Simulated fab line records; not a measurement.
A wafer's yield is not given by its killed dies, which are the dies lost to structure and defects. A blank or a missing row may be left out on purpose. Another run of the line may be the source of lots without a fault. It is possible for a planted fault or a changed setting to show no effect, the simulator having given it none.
fab line records + flow sky130
[record]
- lots = 12
- wafers = 34
- last_day = 51
route steps=708 shown FIELD_ISO@1 SONOS_ONO@178 POLY_GATE@229 LI_CONTACT@376 PAD_OPEN@708
lots untouched by any fault: they come from a run of this same line in which no faults occurred
start_h: hours from the record's first day to the start of the lot's first wafer shown + wait_h: hours elapsed since this lot's preceding step + " repeats the value in the row above + L1.1+2: a single row standing in for several wafers + - value missing, or start not given + * or withheld: withheld + < > ~ a bound
route shown NAME@n: a module of which the file shows steps, and the number in the route of the first + usual: mean/standard deviation of fault-free wafers + same: alike in all rows + chamber/n: place in a boat + sites: readings site by site + _std_site: how widely they spread, as a standard deviation + _edge_site: outer sites' mean less inner sites' + radius_mm: for every site, how far away it sits from the centre of the wafer + mask NAME#n: copy n + behind: the last tool/chamber to shape the wafer + hold: why the lot went on hold/how many hours it stayed there/how the hold came to an end + device: transistor that didn't switch, given as n, p or np + end of line: the route-end tests of the same wafers + a step with no rows: only its recipe + killed: not the wafer's yield, but the dies lost to structure and defects at the first sort + map: a wafer's dies, x killed, . not, _ none there
set.NAME: the run value of the setting; set.NAME@STEP: its run value at that earlier step + model.NAME: the simulator's own value behind a step, which no gauge read
one table for each step of the route and one row for each wafer, over a sample of lots
services: from which hour (start_h, from the record's first day; less than 0 if before it) a tool's chamber was out of use, for how many hours, and why
[[steps]]
[step SKY_FIELD_ISO_BOW_MEAS_00]
[recipe]
- mode = bow
[usual]
- INCOMING_BOW = -1/5.9
| lot.wafer | tool          | chamber | start_h | wait_h | INCOMING_BOW[um] |
|-----------|---------------|---------|---------|--------|------------------|
| L954.2    | film_metro-04 | -       | 10.02   | -      | -5               |
| L954.5    | "             | -       | "       | "      | 5                |
| L954.6    | "             | -       | "       | "      | -7               |
| L958.1    | film_metro-03 | -       | 30.00   | -      | -7               |
| L958.4    | "             | -       | "       | "      | -4               |
| L958.5    | "             | -       | "       | "      | -4               |
| L959.1    | film_metro-02 | -       | 35.00   | -      | 5                |
| L959.2    | "             | -       | "       | "      | 3                |
| L959.3    | "             | -       | "       | "      | 11               |
| L961.1    | film_metro-04 | -       | 45.00   | -      | 10               |
| L961.2    | "             | -       | "       | "      | -14              |
| L961.3    | "             | -       | "       | "      | 0                |
| L962.1    | film_metro-04 | -       | 50.00   | -      | -11              |
| L962.2    | "             | -       | "       | "      | 4                |
| L962.3    | "             | -       | "       | "      | 12               |
| L963.5    | film_metro-03 | -       | 55.08   | -      | -7               |
| L963.6    | "             | -       | "       | "      | 2                |
| L964.3    | film_metro-02 | -       | 60.04   | -      | -2               |
| L964.5    | "             | -       | "       | "      | -4               |
| L971.1    | film_metro-02 | -       | 95.00   | -      | -11              |
| L971.5    | "             | -       | "       | "      | 2                |
| L971.6    | "             | -       | "       | "      | -3               |
| L973.2    | film_metro-04 | -       | 105.02  | -      | 0                |
| L973.3    | "             | -       | "       | "      | 10               |
| L973.6    | "             | -       | "       | "      | -4               |
| L974.2    | film_metro-02 | -       | 110.02  | -      | 8                |
| L974.3    | "             | -       | "       | "      | 3                |
| L974.6    | "             | -       | "       | "      | -5               |
| L975.2    | film_metro-04 | -       | 115.02  | -      | 3                |
| L975.3    | "             | -       | "       | "      | 7                |
| L975.6    | "             | -       | "       | "      | 4                |
| L977.1    | film_metro-02 | -       | 125.00  | -      | -16              |
| L977.3    | "             | -       | "       | "      | 2                |
| L977.5    | "             | -       | "       | "      | -1               |
[step SKY_SONOS_ONO_EXPOSE_10]
[recipe]
- mask_id = ONOM
- target_cd_nm = 410
- na = 0.6
- source_shape = conventional
- sigma_outer = 0.6
- dose_mj = 150
[usual]
- exposure_dose_mJ_cm2 = 149.96/0.15
[same]
- sigma_outer = 0.6
| lot.wafer | tool             | chamber | start_h | wait_h | mask   | exposure_dose_mJ_cm2 |
|-----------|------------------|---------|---------|--------|--------|----------------------|
| L954.2    | iline_stepper-02 | 0       | 283.31  | -      | ONOM#0 | 149.88               |
| L954.5    | "                | 0       | "       | "      | ONOM#0 | 150.14               |
| L954.6    | "                | 0       | "       | "      | ONOM#0 | 150.00               |
| L958.1    | iline_stepper-02 | 0       | 310.17  | -      | ONOM#0 | 150.11               |
| L958.4    | "                | 0       | "       | "      | ONOM#0 | 150.22               |
| L958.5    | "                | 0       | "       | "      | ONOM#0 | 150.10               |
| L959.1    | iline_stepper-02 | 0       | 318.02  | -      | ONOM#0 | 149.81               |
| L959.2    | "                | 0       | "       | "      | ONOM#0 | 149.74               |
| L959.3    | "                | 0       | "       | "      | ONOM#0 | 149.87               |
| L961.1    | iline_stepper-02 | 0       | 336.48  | -      | ONOM#0 | 149.99               |
| L961.2    | "                | 0       | "       | "      | ONOM#0 | 149.94               |
| L961.3    | "                | 0       | "       | "      | ONOM#0 | 149.84               |
| L962.1    | iline_stepper-02 | 0       | 337.02  | -      | ONOM#0 | 150.00               |
| L962.2    | "                | 0       | "       | "      | ONOM#0 | 149.83               |
| L962.3    | "                | 0       | "       | "      | ONOM#0 | 149.92               |
| L963.5    | iline_stepper-02 | 0       | 347.70  | -      | ONOM#0 | 149.98               |
| L963.6    | "                | 0       | "       | "      | ONOM#0 | 149.82               |
| L964.3    | iline_stepper-02 | 0       | 362.34  | -      | ONOM#0 | 150.02               |
| L964.5    | "                | 0       | "       | "      | ONOM#0 | 149.87               |
| L971.1    | iline_stepper-01 | 0       | 412.63  | -      | ONOM#0 | 149.93               |
| L971.5    | "                | 0       | "       | "      | ONOM#0 | 149.88               |
| L971.6    | "                | 0       | "       | "      | ONOM#0 | 150.01               |
| L973.2    | iline_stepper-01 | 0       | 427.31  | -      | ONOM#0 | 150.24               |
| L973.3    | "                | 0       | "       | "      | ONOM#0 | 150.06               |
| L973.6    | "                | 0       | "       | "      | ONOM#0 | 149.92               |
| L974.2    | iline_stepper-01 | 0       | 440.13  | -      | ONOM#0 | 150.06               |
| L974.3    | "                | 0       | "       | "      | ONOM#0 | 149.95               |
| L974.6    | "                | 0       | "       | "      | ONOM#0 | 150.08               |
| L975.2    | iline_stepper-02 | 0       | 449.51  | -      | ONOM#0 | 149.78               |
| L975.3    | "                | 0       | "       | "      | ONOM#0 | 149.85               |
| L975.6    | "                | 0       | "       | "      | ONOM#0 | 149.93               |
| L977.1    | iline_stepper-01 | 0       | 462.91  | -      | ONOM#0 | 150.01               |
| L977.3    | "                | 0       | "       | "      | ONOM#0 | 150.06               |
| L977.5    | "                | 0       | "       | "      | ONOM#0 | 149.92               |
[step SKY_SONOS_ONO_CD_MEAS_13]
[recipe]
- target_cd_nm = 410
[usual]
- cd_nm = 410.0/2.1
| lot.wafer | tool      | chamber | start_h | wait_h | cd_nm |
|-----------|-----------|---------|---------|--------|-------|
| L954.2    | cd_sem-01 | -       | 296.58  | 0.1    | 410.8 |
| L954.5    | "         | -       | "       | "      | 412.9 |
| L954.6    | "         | -       | "       | "      | 411.7 |
| L958.1    | cd_sem-02 | -       | 323.22  | 0.1    | 412.2 |
| L958.4    | "         | -       | "       | "      | 412.3 |
| L958.5    | "         | -       | "       | "      | 413.6 |
| L959.1    | cd_sem-01 | -       | 330.81  | 0.1    | 412.2 |
| L959.2    | "         | -       | "       | "      | 412.6 |
| L959.3    | "         | -       | "       | "      | 410.8 |
| L961.1    | cd_sem-01 | -       | 350.76  | 0.1    | 411.6 |
| L961.2    | "         | -       | "       | "      | 408.0 |
| L961.3    | "         | -       | "       | "      | 409.9 |
| L962.1    | cd_sem-02 | -       | 350.76  | 0.1    | 412.5 |
| L962.2    | "         | -       | "       | "      | 413.3 |
| L962.3    | "         | -       | "       | "      | 386.3 |
| L963.5    | cd_sem-02 | -       | 360.94  | 0.2    | 409.2 |
| L963.6    | "         | -       | "       | "      | 382.3 |
| L964.3    | cd_sem-02 | -       | 376.26  | 0.1    | 384.3 |
| L964.5    | "         | -       | "       | "      | 408.6 |
| L971.1    | cd_sem-01 | -       | 427.36  | 0.1    | 404.9 |
| L971.5    | "         | -       | "       | "      | 408.1 |
| L971.6    | "         | -       | "       | "      | 405.1 |
| L973.2    | cd_sem-01 | -       | 442.68  | 0.1    | 410.6 |
| L973.3    | "         | -       | "       | "      | 409.9 |
| L973.6    | "         | -       | "       | "      | 409.1 |
| L974.2    | cd_sem-02 | -       | 455.43  | 0.1    | 407.2 |
| L974.3    | "         | -       | "       | "      | 408.3 |
| L974.6    | "         | -       | "       | "      | 407.7 |
| L975.2    | cd_sem-01 | -       | 464.79  | 0.1    | 412.1 |
| L975.3    | "         | -       | "       | "      | 410.1 |
| L975.6    | "         | -       | "       | "      | 411.4 |
| L977.1    | cd_sem-01 | -       | 478.36  | 0.1    | 412.2 |
| L977.3    | "         | -       | "       | "      | 410.0 |
| L977.5    | "         | -       | "       | "      | 409.5 |
[step SKY_POLY_GATE_ETCH_15]
[recipe]
- chemistry = N2/H2
- target = BARC
- ion_energy_ev = 200
- source_w = 500
- bias_w = 100
- pressure_mtorr = 30
- n2_flow_sccm = 100
- h2_flow_sccm = 200
- stop_on = SiO2
- time_s = 118.5
- target_depth_a = 1100
[usual]
- drypump_motor_current_A = 6.0/0.67
- oes_product_au = 0.717/0.0046
- throttle_valve_pct = 13.213/0.0081
| lot.wafer | tool        | chamber | start_h | wait_h | drypump_motor_current_A | oes_product_au | rf_hours_counter_h | throttle_valve_pct |
|-----------|-------------|---------|---------|--------|-------------------------|----------------|--------------------|--------------------|
| L954.2    | rie_diel-04 | 2       | 388.45  | 0.0    | 6.5                     | 0.708          | 6                  | 13.216             |
| L954.5    | "           | 3       | "       | "      | 6.7                     | 0.711          | -                  | 13.217             |
| L954.6    | "           | 0       | "       | "      | 4.9                     | 0.707          | -                  | 13.212             |
| L958.1    | rie_diel-02 | 3       | 417.55  | 0.0    | 5.4                     | 0.713          | 1                  | 13.202             |
| L958.4    | "           | 2       | "       | "      | 5.9                     | 0.719          | 9                  | 13.209             |
| L958.5    | "           | 1       | "       | "      | 5.5                     | 0.723          | -                  | 13.210             |
| L959.1    | rie_diel-03 | 2       | 425.57  | 0.0    | 5.8                     | 0.729          | 27                 | 13.208             |
| L959.2    | "           | 0       | "       | "      | 6.8                     | 0.715          | 0                  | 13.214             |
| L959.3    | "           | 3       | "       | "      | 5.0                     | 0.721          | 3                  | 13.208             |
| L961.1    | rie_diel-03 | 1       | 447.81  | 0.0    | 6.3                     | 0.716          | 12                 | 13.223             |
| L961.2    | "           | 2       | "       | "      | 5.9                     | 0.715          | 27                 | 13.216             |
| L961.3    | "           | 3       | "       | "      | 5.0                     | 0.719          | 3                  | 13.214             |
| L962.1    | rie_diel-03 | 2       | 448.92  | 0.0    | 5.9                     | 0.717          | 27                 | 13.221             |
| L962.2    | "           | 3       | "       | "      | 5.0                     | 0.710          | 3                  | 13.210             |
| L962.3    | "           | 0       | "       | "      | 6.7                     | 0.717          | 0                  | 13.214             |
| L963.5    | rie_diel-03 | 0       | 457.84  | 0.0    | 6.8                     | 0.717          | -                  | 13.212             |
| L963.6    | "           | 1       | "       | "      | 6.3                     | 0.714          | -                  | 13.216             |
| L964.3    | rie_diel-04 | 1       | 476.90  | 0.0    | 6.0                     | 0.720          | 1                  | 13.217             |
| L964.5    | "           | 3       | "       | "      | 6.7                     | 0.721          | -                  | 13.219             |
| L971.1    | rie_diel-03 | 0       | 528.26  | 0.0    | 6.8                     | 0.722          | 2                  | 13.220             |
| L971.5    | "           | 3       | "       | "      | 4.9                     | 0.725          | -                  | 13.206             |
| L971.6    | "           | 2       | "       | "      | 5.9                     | 0.720          | -                  | 13.220             |
| L973.2    | rie_diel-03 | 2       | 544.95  | 0.0    | 5.9                     | 0.721          | 29                 | 13.210             |
| L973.3    | "           | 0       | "       | "      | 6.7                     | 0.714          | 2                  | 13.214             |
| L973.6    | "           | 0       | "       | "      | 6.8                     | 0.719          | -                  | 13.224             |
| L974.2    | rie_diel-04 | 3       | 555.82  | 0.0    | 6.7                     | 0.720          | 80                 | 13.222             |
| L974.3    | "           | 2       | "       | "      | 6.5                     | 0.712          | 10                 | 13.218             |
| L974.6    | "           | 1       | "       | "      | 6.0                     | 0.716          | -                  | 13.204             |
| L975.2    | rie_diel-04 | 2       | 563.31  | 0.0    | 6.5                     | 0.714          | 10                 | 13.210             |
| L975.3    | "           | 0       | "       | "      | 4.9                     | 0.718          | 0                  | 13.224             |
| L975.6    | "           | 3       | "       | "      | 6.7                     | 0.713          | -                  | 13.222             |
| L977.1    | rie_diel-03 | 2       | 578.71  | 0.0    | 5.9                     | 0.712          | 30                 | 13.220             |
| L977.3    | "           | 0       | "       | "      | 6.8                     | 0.718          | 3                  | 13.203             |
| L977.5    | "           | 1       | "       | "      | 6.2                     | 0.714          | -                  | 13.201             |
[step SKY_LI_CONTACT_ETCH_14]
[recipe]
- chemistry = N2/H2
- target = BARC
- ion_energy_ev = 200
- source_w = 500
- bias_w = 100
- pressure_mtorr = 30
- n2_flow_sccm = 100
- h2_flow_sccm = 200
- stop_on = SiO2
- time_s = 45.9
- target_depth_a = 600
[usual]
- drypump_motor_current_A = 6.0/0.56
- oes_product_au = 0.855/0.0049
- throttle_valve_pct = 13.225/0.0085
| lot.wafer | tool        | chamber | start_h | wait_h | drypump_motor_current_A | oes_product_au | rf_hours_counter_h | throttle_valve_pct |
|-----------|-------------|---------|---------|--------|-------------------------|----------------|--------------------|--------------------|
| L954.2    | rie_diel-01 | 1       | 700.72  | 0.0    | 6.1                     | 0.848          | 15                 | 13.225             |
| L954.5    | "           | 0       | "       | "      | 5.8                     | 0.860          | -                  | 13.219             |
| L954.6    | "           | 1       | "       | "      | 6.1                     | 0.847          | -                  | 13.233             |
| L958.1    | rie_diel-01 | 1       | 729.42  | 0.0    | 6.0                     | 0.859          | 15                 | 13.221             |
| L958.4    | "           | 2       | "       | "      | 6.3                     | 0.847          | 9                  | 13.220             |
| L958.5    | "           | 3       | "       | "      | 5.5                     | 0.847          | -                  | 13.216             |
| L959.1    | rie_diel-03 | 0       | 735.22  | 0.0    | 6.7                     | 0.857          | 7                  | 13.222             |
| L959.2    | "           | 3       | "       | "      | 4.9                     | 0.852          | 9                  | 13.233             |
| L959.3    | "           | 1       | "       | "      | 6.2                     | 0.857          | 18                 | 13.211             |
| L961.1    | rie_diel-01 | 1       | 753.32  | 0.0    | 6.0                     | 0.848          | 16                 | 13.236             |
| L961.2    | "           | 2       | "       | "      | 6.3                     | 0.856          | 9                  | 13.210             |
| L961.3    | "           | 0       | "       | "      | 5.8                     | 0.862          | 7                  | 13.214             |
| L962.1    | rie_diel-04 | 1       | 754.77  | 0.0    | 6.0                     | 0.853          | 7                  | 13.215             |
| L962.2    | "           | 2       | "       | "      | 6.5                     | 0.851          | 15                 | 13.234             |
| L962.3    | "           | 0       | "       | "      | 4.9                     | 0.857          | 4                  | 13.229             |
| L963.5    | rie_diel-03 | 3       | 763.12  | 0.0    | 5.0                     | 0.847          | -                  | 13.227             |
| L963.6    | "           | 0       | "       | "      | 6.8                     | 0.863          | -                  | 13.222             |
| L964.3    | rie_diel-01 | 1       | 779.97  | 0.0    | 6.0                     | 0.856          | 16                 | 13.212             |
| L964.5    | "           | 0       | "       | "      | 5.7                     | 0.853          | -                  | 13.228             |
| L971.1    | rie_diel-01 | 2       | 825.57  | 0.0    | 6.3                     | 0.860          | 10                 | 13.238             |
| L971.5    | "           | 1       | "       | "      | 6.1                     | 0.851          | -                  | 13.234             |
| L971.6    | "           | 0       | "       | "      | 5.8                     | 0.850          | -                  | 13.226             |
| L973.2    | rie_diel-03 | 2       | 843.90  | 0.0    | 5.9                     | 0.857          | 0                  | 13.227             |
| L973.3    | "           | 0       | "       | "      | 6.8                     | 0.858          | 11                 | 13.241             |
| L973.6    | "           | 1       | "       | "      | 6.2                     | 0.864          | -                  | 13.226             |
| L974.2    | rie_diel-03 | 2       | 845.92  | 0.0    | 5.8                     | 0.858          | 0                  | 13.231             |
| L974.3    | "           | 0       | "       | "      | 6.8                     | 0.849          | 11                 | 13.226             |
| L974.6    | "           | 0       | "       | "      | 6.8                     | 0.859          | -                  | 13.230             |
| L975.2    | rie_diel-01 | 2       | 855.10  | 0.0    | 6.3                     | 0.854          | 11                 | 13.209             |
| L975.3    | "           | 3       | "       | "      | 5.5                     | 0.854          | 2                  | 13.209             |
| L975.6    | "           | 2       | "       | "      | 6.3                     | 0.859          | -                  | 13.223             |
| L977.1    | rie_diel-03 | 3       | 871.47  | 0.0    | 5.0                     | 0.855          | 14                 | 13.228             |
| L977.3    | "           | 2       | "       | "      | 5.9                     | 0.857          | 1                  | 13.236             |
| L977.5    | "           | 0       | "       | "      | 6.7                     | 0.867          | -                  | 13.233             |
[step SKY_PAD_OPEN_PROBE_99]
[usual]
- killed_at_M0_to_M3 = 43/6.9
- killed_at_M4_up = 3.2/1.6
- killed_at_contacts = 25/5.1
- killed_at_front_end = 16/4.5
- killed_at_other = 0.3/0.68
- killed_dies = 87/8.9
- killed_open = 48/6.9
- killed_short = 39/6.3
[same]
- gross_dies = 492
- killed_at_back_side = 0
| lot.wafer | tool      | chamber | start_h | wait_h | killed_at_M0_to_M3 | killed_at_M4_up | killed_at_contacts | killed_at_front_end | killed_at_other | killed_dies | killed_open | killed_short |
|-----------|-----------|---------|---------|--------|--------------------|-----------------|--------------------|---------------------|-----------------|-------------|-------------|--------------|
| L963.5    | prober-01 | -       | 1148.84 | 0.2    | 50                 | 1               | 21                 | 19                  | 0               | 91          | 40          | 51           |
// killed by level:class
L963.5 METAL2:geometric_particle:short=9 VIA3:geometric_particle:open=8 LI_CONTACT:geometric_particle:open=8 METAL1:geometric_particle:short=6 CONTACT:geometric_particle:open=6 VIA1:geometric_particle:open=5 VIA1:geometric_particle:short=5 FIELD_ISO:geometric_particle:short=4
[[services]]
| tool             | chamber | start_h | hours | kind   |
|------------------|---------|---------|-------|--------|
| rie_diel-01      | 1       | 305.42  | 3.2   | repair |
| iline_stepper-02 | -       | 326.94  | 1.6   | repair |
| rie_diel-04      | -       | 334.51  | 2.8   | pm     |
| rie_diel-03      | 1       | 336.18  | 8.1   | repair |
| rie_diel-03      | 2       | 337.05  | 1.8   | repair |
| iline_stepper-02 | -       | 384.66  | 1.7   | pm     |
| rie_diel-01      | 3       | 421.48  | 6.1   | repair |
| rie_diel-01      | 0       | 426.44  | 16.3  | repair |
| rie_diel-03      | 3       | 560.81  | 14.3  | repair |
| iline_stepper-02 | -       | 563.84  | 3.9   | repair |
| iline_stepper-02 | -       | 602.84  | 1.7   | pm     |
| iline_stepper-02 | -       | 665.71  | 1.4   | repair |
| rie_diel-03      | 1       | 712.71  | 6.8   | repair |
| rie_diel-03      | 3       | 714.80  | 4.3   | repair |
| rie_diel-03      | -       | 750.94  | 2.8   | pm     |
| rie_diel-01      | 0       | 773.71  | 1.3   | repair |
| rie_diel-01      | 2       | 777.35  | 5.9   | repair |
| rie_diel-01      | -       | 790.44  | 28.1  | pm     |
| iline_stepper-02 | -       | 798.12  | 5.0   | repair |
| iline_stepper-02 | -       | 821.02  | 1.7   | pm     |
| rie_diel-03      | 3       | 831.16  | 6.0   | repair |
| rie_diel-03      | 1       | 831.94  | 8.2   | repair |
| rie_diel-01      | 3       | 837.56  | 5.5   | repair |
| rie_diel-03      | 1       | 868.48  | 3.6   | repair |
[[key]]
[first_sign]
- step = SKY_SONOS_ONO_CD_MEAS_13
- reading = cd_nm
- direction = down
- sigmas = 12
- usual = 410.0
- struck = 384.3
effect none on later readings
met_at SKY_SONOS_ONO_EXPOSE_10
struck_lots L962,L963,L964
struck_wafers L962.3,L963.6,L964.3
tester_left_out L962,L963,L964
not_acting_at SKY_FIELD_ISO_BOW_MEAS_00,SKY_POLY_GATE_ETCH_15,SKY_LI_CONTACT_ETCH_14
onset_between 336.48 337.02
[fault]
- kind = process_parameter_drift
- tool = iline_stepper-02
- chamber = -
- onset_h = 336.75
- steps = SKY_SONOS_ONO_EXPOSE_10
- channel = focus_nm
- offset = 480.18
- shape = step
- end_h = 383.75
- scope = struck_wafers_only
// tester_left_out: of these lots the tester's yield and bins aren't shown, on N5 and GAA mostly nor the transistor test; their killed dies are dies lost to structure and defects alone, not to doping, threshold or leakage, so they don't give the yield
